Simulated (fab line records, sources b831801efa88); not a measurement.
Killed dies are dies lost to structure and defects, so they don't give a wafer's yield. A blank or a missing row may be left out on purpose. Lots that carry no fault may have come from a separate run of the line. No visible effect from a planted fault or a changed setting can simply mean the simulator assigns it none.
fab line records | flow gf180mcu
[record] lots = 6 | wafers = 18 | last_day = 34
route steps=602 shown V1@345
lots that met no fault: from a run of the same line without faults
start_h: hours from the record's opening day to when the first of the lot's shown wafers began | wait_h: time in hours since the lot's previous step | " unchanged from the row above | L1.1+2: several wafers, shown together as one row | - no value, or no start given | * or withheld: withheld | < > ~ a bound
route shown NAME@n: names a module that has steps shown in the file, with the first one's number in the route | usual: mean/standard deviation taken from wafers without a fault | same: alike in all rows | chamber/n: place in a boat | sites: each site's reading | _std_site: the values' standard deviation | _edge_site: inner sites' mean taken away from outer sites' mean | radius_mm: for every site, how far away it sits from the centre of the wafer | mask NAME#n: copy n | behind: the last tool/chamber to shape the wafer | hold: why the lot went on hold/how many hours it stayed there/how the hold came to an end | device: transistor that didn't switch, given as n, p or np | end of line: the same wafers' tests at the end of the route | a step given without rows: its recipe and nothing more | killed: count of dies lost to structure and defects at first sort (not the wafer's yield) | map: per-die view of a wafer (x killed, . not killed, _ where there is no die)
set.NAME: setting as actually run; set.NAME@STEP: the setting as run at that earlier step | model.NAME: the simulator's own value behind a step, which no gauge read
certain route steps with their lots: each step a table, each wafer a row
services: a tool's chamber out of use, with start hour (start_h, from the record's first day; less than 0 if before it), hours out, and reason
[[steps]]
[step GF_V1_SOFTBAKE_10]
[recipe] temp_c = 130 | time_s = 60 | resist = KrF
[step GF_V1_EXPOSE_11]
[recipe] mask_id = Via1 | target_cd_nm = 260 | na = 0.68 | source_shape = conventional | sigma_outer = 0.6 | dose_mj = 38
[step GF_V1_PEB_12]
[recipe] peb_temp_c = 135 | peb_time_s = 90 | resist = KrF
[step GF_V1_DEVELOP_13]
[recipe] develop_time_s = 60 | resist = KrF | dev_temp_c = 21
[step GF_V1_CD_MEAS_14]
[recipe] target_cd_nm = 260
[usual] cd_nm = 259.8/1.3
lot.wafer | tool      | chamber | start_h | wait_h | cd_nm
L376.1    | cd_sem-01 | -       | 459.83  | 0.1    | 257.6
L376.5    | "         | -       | "       | "      | 258.7
L376.6    | "         | -       | "       | "      | 259.9
L385.1    | cd_sem-01 | -       | 539.99  | 0.1    | 261.1
L385.2    | "         | -       | "       | "      | 262.0
L385.5    | "         | -       | "       | "      | 260.6
L389.1    | cd_sem-01 | -       | 569.84  | 0.1    | 261.4
L389.2    | "         | -       | "       | "      | 261.5
L389.6    | "         | -       | "       | "      | 263.0
L390.2    | cd_sem-01 | -       | 577.52  | 0.1    | 258.8
L390.3    | "         | -       | "       | "      | 259.0
L390.4    | "         | -       | "       | "      | 259.1
L391.3    | cd_sem-01 | -       | 585.64  | 0.1    | 260.3
L391.4    | "         | -       | "       | "      | 260.0
L391.6    | "         | -       | "       | "      | 260.5
L392.1    | cd_sem-01 | -       | 592.54  | 0.1    | 260.6
L392.3    | "         | -       | "       | "      | 261.1
L392.5    | "         | -       | "       | "      | 260.1
[step GF_V1_OVL_MEAS_15]
[usual] V1_OVL = -5/5.3
lot.wafer | tool       | chamber | start_h | wait_h | V1_OVL[nm]
L376.1    | overlay-02 | -       | 459.95  | 0.1    | -8
L376.5    | "          | -       | "       | "      | -10
L376.6    | "          | -       | "       | "      | -6
L385.1    | overlay-01 | -       | 540.11  | 0.1    | -12
L385.2    | "          | -       | "       | "      | -17
L385.5    | "          | -       | "       | "      | -17
L389.1    | overlay-02 | -       | 569.96  | 0.1    | -9
L389.2    | "          | -       | "       | "      | -5
L389.6    | "          | -       | "       | "      | -10
L390.2    | overlay-01 | -       | 577.63  | 0.1    | 3
L390.3    | "          | -       | "       | "      | 5
L390.4    | "          | -       | "       | "      | -4
L391.3    | overlay-02 | -       | 585.74  | 0.1    | -11
L391.4    | "          | -       | "       | "      | -8
L391.6    | "          | -       | "       | "      | 3
L392.1    | overlay-01 | -       | 592.66  | 0.1    | -2
L392.3    | "          | -       | "       | "      | -7
L392.5    | "          | -       | "       | "      | -3
[step GF_V1_ETCH_16]
[recipe] chemistry = N2/H2 | target_depth_a = withheld | overetch_a = withheld | time_s = withheld | target = BARC | ion_energy_ev = 200 | source_w = 500 | bias_w = 100 | pressure_mtorr = 30 | n2_flow_sccm = 100 | h2_flow_sccm = 200
[usual] drypump_motor_current_A = 5.6/0.35 | oes_product_au = 0.855/0.0046 | throttle_valve_pct = 13.226/0.0094
lot.wafer | tool        | chamber | start_h | wait_h | drypump_motor_current_A | oes_product_au | throttle_valve_pct
L376.1    | rie_diel-02 | 2       | 459.98  | 0.0    | 5.7                     | 0.859          | 13.223
L376.5    | "           | 0       | "       | "      | 5.8                     | 0.851          | 13.218
L376.6    | "           | 3       | "       | "      | 5.1                     | 0.852          | 13.211
L385.1    | rie_diel-02 | 2       | 540.15  | 0.0    | 5.7                     | 0.852          | 13.212
L385.2    | "           | 3       | "       | "      | 5.1                     | 0.851          | 13.218
L385.5    | "           | 3       | "       | "      | 5.1                     | 0.855          | 13.226
L389.1    | rie_diel-01 | 2       | 570.00  | 0.0    | 6.0                     | 0.857          | 13.221
L389.2    | "           | 0       | "       | "      | 5.7                     | 0.850          | 13.196
L389.6    | "           | 2       | "       | "      | 6.0                     | 0.854          | 13.243
L390.2    | rie_diel-01 | 2       | 577.66  | 0.0    | 6.0                     | 0.853          | 13.225
L390.3    | "           | 0       | "       | "      | 5.8                     | 0.851          | 13.244
L390.4    | "           | 3       | "       | "      | 5.6                     | 0.843          | 13.208
L391.3    | rie_diel-01 | 3       | 585.76  | 0.0    | 5.6                     | 0.858          | 13.217
L391.4    | "           | 1       | "       | "      | 5.8                     | 0.854          | 13.228
L391.6    | "           | 2       | "       | "      | 6.0                     | 0.852          | 13.241
L392.1    | rie_diel-04 | 3       | 592.70  | 0.0    | 5.2                     | 0.855          | 13.221
L392.3    | "           | 1       | "       | "      | 5.9                     | 0.854          | 13.226
L392.5    | "           | 1       | "       | "      | 5.9                     | 0.860          | 13.225
[step GF_V1_ETCH_17]
[recipe] chemistry = C4F8/O2/Ar | mask_material = KrF | target = SiO2 | stop_on = TiN | source_w = 1500 | bias_w = 1200 | pressure_mtorr = 40 | c4f8_flow_sccm = withheld | O2_flow_sccm = 6 | Ar_flow_sccm = 300 | time_s = withheld | target_depth_a = 6300
[usual] oes_product_au = 0.855/0.0049
lot.wafer | tool        | chamber | start_h | wait_h | oes_product_au
L376.1    | rie_diel-02 | 2       | -       | -      | 0.857
L376.5    | "           | 0       | "       | "      | 0.856
L376.6    | "           | 3       | "       | "      | 0.860
L385.1    | rie_diel-02 | 2       | -       | -      | 0.851
L385.2    | "           | 3       | "       | "      | 0.856
L385.5    | "           | 3       | "       | "      | 0.856
L389.1    | rie_diel-01 | 2       | -       | -      | 0.861
L389.2    | "           | 0       | "       | "      | 0.854
L389.6    | "           | 2       | "       | "      | 0.849
L390.2    | rie_diel-01 | 2       | -       | -      | 0.858
L390.3    | "           | 0       | "       | "      | 0.856
L390.4    | "           | 3       | "       | "      | 0.858
L391.3    | rie_diel-01 | 3       | -       | -      | 0.852
L391.4    | "           | 1       | "       | "      | 0.853
L391.6    | "           | 2       | "       | "      | 0.853
L392.1    | rie_diel-04 | 3       | -       | -      | 0.856
L392.3    | "           | 1       | "       | "      | 0.849
L392.5    | "           | 1       | "       | "      | 0.860
[step GF_V1_STRIP_18]
[recipe] chemistry = O2/N2 | power_w = 1400 | pressure_mtorr = 1500 | platen_temp_c = 250 | o2_flow_sccm = 3000 | n2_flow_sccm = 300 | overash_fraction = 0.5
[usual] drypump_motor_current_A = 5.9/0.47 | heater_power_w = 341/45 | oes_product_au = 0.592/0.005
lot.wafer | tool            | chamber | start_h | wait_h | drypump_motor_current_A | heater_power_w | oes_product_au | rf_hours_counter_h
L376.1    | plasma_asher-04 | 1       | 460.11  | -      | 5.5                     | 383            | 0.594          | 78
L376.5    | "               | 1       | "       | "      | 5.4                     | 373            | 0.592          | -
L376.6    | "               | 0       | "       | "      | 5.7                     | 357            | 0.579          | -
L385.1    | plasma_asher-01 | 0       | 540.28  | -      | 5.6                     | 271            | 0.598          | 11
L385.2    | "               | 1       | "       | "      | 5.1                     | 326            | 0.588          | 11
L385.5    | "               | 0       | "       | "      | 5.6                     | 268            | 0.597          | -
L389.1    | plasma_asher-02 | 1       | 570.13  | -      | 6.1                     | 297            | 0.588          | 50
L389.2    | "               | 0       | "       | "      | 6.5                     | 390            | 0.595          | 50
L389.6    | "               | 0       | "       | "      | 6.5                     | 392            | 0.596          | -
L390.2    | plasma_asher-02 | 0       | 577.79  | -      | 6.5                     | 401            | 0.588          | 51
L390.3    | "               | 0       | "       | "      | 6.5                     | 394            | 0.589          | -
L390.4    | "               | 1       | "       | "      | 6.1                     | 306            | 0.583          | -
L391.3    | plasma_asher-02 | 1       | 585.92  | -      | 6.1                     | 305            | 0.586          | -
L391.4    | "               | 0       | "       | "      | 6.5                     | 386            | 0.594          | -
L391.6    | "               | 0       | "       | "      | 6.5                     | 400            | 0.588          | -
L392.1    | plasma_asher-02 | 0       | 592.89  | -      | 6.5                     | 390            | 0.593          | 52
L392.3    | "               | 0       | "       | "      | 6.5                     | 398            | 0.589          | -
L392.5    | "               | 0       | "       | "      | 6.5                     | 392            | 0.593          | -
[step GF_V1_STRIP_19]
[recipe] chemistry = post_etch_residue_remover | time_s = 1200 | temp_c = 72.5
[step GF_V1_CLEAN_20]
[recipe] chemistry = DIW | dry = n2_spin
[step GF_V1_SPUTTER_21]
[recipe] material = Ti | target_thk_nm = 15 | chamber_pressure_pa = 5 | power_w = 2500 | substrate_temp_c = 200 | time_s = 80.02
[usual] throttle_valve_pct = 30.0/0.87
lot.wafer | tool           | chamber | start_h | wait_h | throttle_valve_pct
L376.1    | pvd_sputter-03 | -       | 460.69  | 0.0    | 31.2
L376.5    | "              | -       | "       | "      | 29.4
L376.6    | "              | -       | "       | "      | 29.9
L385.1    | pvd_sputter-02 | -       | 540.81  | 0.0    | 29.7
L385.2    | "              | -       | "       | "      | 29.0
L385.5    | "              | -       | "       | "      | 29.2
L389.1    | pvd_sputter-02 | -       | 570.66  | 0.0    | 29.8
L389.2    | "              | -       | "       | "      | 30.4
L389.6    | "              | -       | "       | "      | 30.7
L390.2    | pvd_sputter-03 | -       | 578.34  | 0.0    | 28.9
L390.3    | "              | -       | "       | "      | 31.4
L390.4    | "              | -       | "       | "      | 30.1
L391.3    | pvd_sputter-03 | -       | 586.43  | 0.0    | 31.0
L391.4    | "              | -       | "       | "      | 31.1
L391.6    | "              | -       | "       | "      | 30.0
L392.1    | pvd_sputter-02 | -       | 593.42  | 0.0    | 29.3
L392.3    | "              | -       | "       | "      | 30.7
L392.5    | "              | -       | "       | "      | 29.7
[step GF_V1_SPUTTER_22]
[recipe] material = TiN | target_thk_nm = 10 | chamber_pressure_pa = 5 | power_w = 4000 | time_s = 40
[usual] throttle_valve_pct = 30.0/0.88
lot.wafer | tool           | chamber | start_h | wait_h | throttle_valve_pct | model.TiN_of_V1_SPUTTER_22.thk_nm
L376.1    | pvd_sputter-03 | -       | 460.75  | 0.0    | 31.2               | 9.79
L376.5    | "              | -       | "       | "      | 29.1               | 9.857
L376.6    | "              | -       | "       | "      | 30.0               | 9.938
L385.1    | pvd_sputter-02 | -       | 540.87  | 0.0    | 30.1               | 10.13
L385.2    | "              | -       | "       | "      | 29.0               | 10.26
L385.5    | "              | -       | "       | "      | 29.1               | 10.07
L389.1    | pvd_sputter-02 | -       | 570.72  | 0.0    | 29.8               | 10.09
L389.2    | "              | -       | "       | "      | 30.4               | 7.013
L389.6    | "              | -       | "       | "      | 30.8               | 10.06
L390.2    | pvd_sputter-03 | -       | 578.40  | 0.0    | 29.3               | 9.977
L390.3    | "              | -       | "       | "      | 31.1               | 9.874
L390.4    | "              | -       | "       | "      | 29.9               | 9.869
L391.3    | pvd_sputter-03 | -       | 586.49  | 0.0    | 31.0               | 9.845
L391.4    | "              | -       | "       | "      | 31.3               | 9.719
L391.6    | "              | -       | "       | "      | 30.1               | 9.924
L392.1    | pvd_sputter-02 | -       | 593.48  | 0.0    | 29.1               | 9.92
L392.3    | "              | -       | "       | "      | 30.5               | 9.793
L392.5    | "              | -       | "       | "      | 30.0               | 6.866
[step GF_V1_CVD_23]
[recipe] material = W | target_thk_nm = 350 | time_s = 105.05 | temp_c = 400 | pressure_torr = 40
[usual] heater_power_w = 879/28
lot.wafer | tool     | chamber | start_h | wait_h | heater_power_w
L376.1    | cvd_w-02 | 0       | 460.79  | 0.0    | 899
L376.5    | "        | 0       | "       | "      | 879
L376.6    | "        | 0       | "       | "      | 863
L385.1    | cvd_w-02 | 1       | 540.91  | 0.0    | 894
L385.2    | "        | 0       | "       | "      | 883
L385.5    | "        | 0       | "       | "      | 882
L389.1    | cvd_w-01 | 0       | 570.76  | 0.0    | 833
L389.2    | "        | 1       | "       | "      | 890
L389.6    | "        | 1       | "       | "      | 938
L390.2    | cvd_w-02 | 1       | 578.44  | 0.0    | 903
L390.3    | "        | 0       | "       | "      | 890
L390.4    | "        | 1       | "       | "      | 900
L391.3    | cvd_w-02 | 0       | 586.57  | 0.1    | 879
L391.4    | "        | 1       | "       | "      | 893
L391.6    | "        | 0       | "       | "      | 897
L392.1    | cvd_w-02 | 0       | 593.52  | 0.0    | 885
L392.3    | "        | 1       | "       | "      | 887
L392.5    | "        | 0       | "       | "      | 898
[[services]]
tool            | chamber | start_h | hours | kind
plasma_asher-04 | -       | 436.27  | 2.4   | repair
rie_diel-01     | 0       | 437.40  | 1.5   | repair
cvd_w-02        | 1       | 448.63  | 12.4  | repair
pvd_sputter-03  | -       | 454.45  | 4.1   | repair
rie_diel-04     | 2       | 455.63  | 4.5   | repair
rie_diel-01     | 1       | 467.62  | 14.5  | repair
plasma_asher-02 | -       | 471.12  | 6.0   | repair
rie_diel-01     | -       | 475.31  | 0.6   | repair
cvd_w-02        | 0       | 479.88  | 12.4  | repair
rie_diel-01     | 2       | 483.26  | 4.6   | repair
rie_diel-02     | -       | 497.87  | 2.8   | pm
rie_diel-02     | 2       | 501.10  | 14.8  | repair
rie_diel-04     | 3       | 502.15  | 14.5  | repair
rie_diel-04     | 0       | 503.42  | 3.5   | repair
plasma_asher-02 | -       | 505.67  | 1.6   | repair
rie_diel-01     | -       | 505.95  | 14.6  | pm
rie_diel-04     | 3       | 529.02  | 7.6   | repair
rie_diel-01     | 1       | 529.03  | 5.5   | repair
cvd_w-02        | 1       | 548.56  | 22.7  | repair
rie_diel-04     | 2       | 562.20  | 18.3  | repair
cvd_w-02        | -       | 570.92  | 6.9   | pm
rie_diel-02     | 2       | 571.30  | 4.1   | repair
rie_diel-01     | -       | 573.06  | 2.8   | pm
rie_diel-04     | 0       | 589.84  | 10.2  | repair
[[key]]
first_sign none at tools or gauges
[model_effect] step = GF_V1_SPUTTER_22 | value = TiN_of_V1_SPUTTER_22.thk_nm | without = 10.03 | struck = 6.939
met_at GF_V1_SPUTTER_22
struck_wafers L389.2,L392.5
onset_between 540.87 570.72
[fault] kind = process_parameter_drift | tool = pvd_sputter-02 | chamber = - | onset_h = 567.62 | steps = GF_V1_SPUTTER_22 | channel = target_thk_nm | offset = -3.0948 | shape = step | end_h = 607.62 | scope = struck_wafers_only | acts_in = these_recipes_only | stated = 10
